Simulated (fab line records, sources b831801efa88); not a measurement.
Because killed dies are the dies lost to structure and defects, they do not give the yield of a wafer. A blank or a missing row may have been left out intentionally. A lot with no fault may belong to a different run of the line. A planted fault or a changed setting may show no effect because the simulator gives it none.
Chamber matching | flow gf180mcu | GF_STI_WET_ETCH_28 on wet bench-02: 3 sister chambers
The step etches SiO2 in dHF, target depth 20 nm, time 40 s. 14 wafers are shown with their chamber, then 4 later ones without.

== WAFERS, EACH WITH ITS CHAMBER ==
wafer  | chamber | bath heat duty pct (%) | run length s (s)
L831.1 | 0       | 6.8                    | 67
L831.3 | 0       | 6.4                    | 67
L831.4 | 0       | 6.2                    | 67
L833.2 | 2       | 8.3                    | 66
L833.4 | 2       | 8.0                    | 66
L833.5 | 2       | 7.8                    | 66
L834.1 | 0       | 7.0                    | 68
L834.2 | 0       | 6.0                    | 68
L834.4 | 0       | 6.4                    | 68
L835.1 | 2       | 8.6                    | 65
L835.2 | 2       | 8.5                    | 65
L835.5 | 2       | 8.7                    | 65
L847.1 | 1       | 7.8                    | 67
L847.5 | 1       | 7.6                    | 67

SIGNATURES (means of the wafers above)
reading            | chamber 0 | chamber 1 | chamber 2 | scatter within a chamber
bath heat duty pct | 6.467     | 7.700     | 8.317     | 0.349
run length s       | 67.50     | 67.00     | 65.50     | 0.522
Rule: for a wafer and a chamber, the distance is found by dividing, reading by reading, the gap between the wafer's reading and the chamber's mean by the reading's scatter, squaring, summing and taking the root. If the next closest chamber is less than 2 further off than the closest, the wafer can't be placed; otherwise it belongs to the closest. The scatter: the root of (the sum of the squares of (reading less its chamber's mean) over the shown wafers, divided by (wafers less chambers)).

== WAFERS WITHOUT THEIR CHAMBER ==
wafer  | bath heat duty pct (%) | run length s (s)
L847.6 | 7.3                    | 67
L848.2 | 6.6                    | 67
L848.3 | 6.8                    | 67
L848.5 | 7.0                    | 67

== EACH ONE'S CHAMBER ==
wafer  | from the rows above     | in truth
L847.6 | can't be placed: 1 or 0 | 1
L848.2 | 0                       | 0
L848.3 | can't be placed: 0 or 1 | 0
L848.5 | can't be placed: 0 or 1 | 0
Correct placement for 1 of the 4. Unplaceable from these rows: 3, with the true chamber sitting among the candidates in 3. Placed wrongly: 0.
